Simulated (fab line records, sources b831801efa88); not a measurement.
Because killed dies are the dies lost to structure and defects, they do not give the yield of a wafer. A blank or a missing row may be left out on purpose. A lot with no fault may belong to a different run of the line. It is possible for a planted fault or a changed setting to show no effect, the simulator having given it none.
Chamber matching :: flow sky130 :: SKY_VIA3_ETCH_14 on rieDiel-04 has 4 sister chambers
The step etches BARC in N2/H2, stops on SiO2, time 45.9 s, target depth 60 nm. 16 wafers are shown with their chamber, then 8 later ones without.

WAFERS WITH THEIR CHAMBER
wafer: L521.1
chamber: 3
drypumpMotorCurrentA (A): 5.6
throttleValvePct (%): 13.225
biasW (W): 100.0

wafer: L521.2
chamber: 0
drypumpMotorCurrentA (A): 5.1
throttleValvePct (%): 13.227
biasW (W): 100.5

wafer: L521.6
chamber: 2
drypumpMotorCurrentA (A): 4.9
throttleValvePct (%): 13.225
biasW (W): 100.2

wafer: L522.1
chamber: 0
drypumpMotorCurrentA (A): 5.1
throttleValvePct (%): 13.219
biasW (W): 99.9

wafer: L522.2
chamber: 3
drypumpMotorCurrentA (A): 5.6
throttleValvePct (%): 13.225
biasW (W): 100.4

wafer: L522.3
chamber: 2
drypumpMotorCurrentA (A): 4.8
throttleValvePct (%): 13.217
biasW (W): 100.4

wafer: L524.2
chamber: 0
drypumpMotorCurrentA (A): 5.1
throttleValvePct (%): 13.213
biasW (W): 100.1

wafer: L524.4
chamber: 3
drypumpMotorCurrentA (A): 5.6
throttleValvePct (%): 13.225
biasW (W): 100.3

wafer: L524.6
chamber: 3
drypumpMotorCurrentA (A): 5.6
throttleValvePct (%): 13.227
biasW (W): 100.0

wafer: L527.1
chamber: 0
drypumpMotorCurrentA (A): 5.2
throttleValvePct (%): 13.220
biasW (W): 100.7

wafer: L527.4
chamber: 2
drypumpMotorCurrentA (A): 4.9
throttleValvePct (%): 13.227
biasW (W): 100.2

wafer: L527.5
chamber: 3
drypumpMotorCurrentA (A): 5.6
throttleValvePct (%): 13.235
biasW (W): 100.5

wafer: L531.1
chamber: 1
drypumpMotorCurrentA (A): 5.8
throttleValvePct (%): 13.230
biasW (W): 100.0

wafer: L531.3
chamber: 2
drypumpMotorCurrentA (A): 4.8
throttleValvePct (%): 13.217
biasW (W): 100.2

wafer: L531.6
chamber: 0
drypumpMotorCurrentA (A): 5.1
throttleValvePct (%): 13.212
biasW (W): 100.0

wafer: L533.1
chamber: 0
drypumpMotorCurrentA (A): 5.1
throttleValvePct (%): 13.212
biasW (W): 100.0

SIGNATURES, as means of the wafers listed above
reading: drypumpMotorCurrentA
chamber 0: 5.117
chamber 1: 5.800
chamber 2: 4.850
chamber 3: 5.600
scatter within a chamber: 0.0391

reading: throttleValvePct
chamber 0: 13.21717
chamber 1: 13.23000
chamber 2: 13.22150
chamber 3: 13.22740
scatter within a chamber: 0.0053

reading: biasW
chamber 0: 100.200
chamber 1: 100.000
chamber 2: 100.250
chamber 3: 100.240
scatter within a chamber: 0.252
Rule: for each reading, subtract the chamber's mean from the wafer's reading, divide by that reading's scatter and square the result; add these up over the readings and take the root, which gives the wafer's distance from the chamber. The wafer belongs to the nearest chamber; if the next one is less than 2 further off, it can't be placed. The scatter: the root of (the sum of the squares of (reading less its chamber's mean) over the shown wafers, divided by (wafers less chambers)).

WAFERS WHOSE CHAMBER IS MISSING
wafer: L533.5
drypumpMotorCurrentA (A): 5.8
throttleValvePct (%): 13.234
biasW (W): 100.0

wafer: L533.6
drypumpMotorCurrentA (A): 5.1
throttleValvePct (%): 13.211
biasW (W): 99.6

wafer: L538.1
drypumpMotorCurrentA (A): 5.6
throttleValvePct (%): 13.220
biasW (W): 99.4

wafer: L538.2
drypumpMotorCurrentA (A): 5.8
throttleValvePct (%): 13.219
biasW (W): 100.2

wafer: L538.4
drypumpMotorCurrentA (A): 4.9
throttleValvePct (%): 13.239
biasW (W): 100.2

wafer: L541.2
drypumpMotorCurrentA (A): 5.6
throttleValvePct (%): 13.223
biasW (W): 100.1

wafer: L541.5
drypumpMotorCurrentA (A): 5.1
throttleValvePct (%): 13.233
biasW (W): 100.5

wafer: L541.6
drypumpMotorCurrentA (A): 5.8
throttleValvePct (%): 13.240
biasW (W): 100.1

CHAMBER TAKEN BY EACH
wafer: L533.5
from the rows above: 1
in truth: 1

wafer: L533.6
from the rows above: 0
in truth: 0

wafer: L538.1
from the rows above: 3
in truth: 3

wafer: L538.2
from the rows above: 1
in truth: 1

wafer: L538.4
from the rows above: 2
in truth: 2

wafer: L541.2
from the rows above: 3
in truth: 3

wafer: L541.5
from the rows above: 0
in truth: 0

wafer: L541.6
from the rows above: 1
in truth: 1
Correct placement for 8 of the 8. Number that these rows cannot place: 0. 0 placed wrongly.
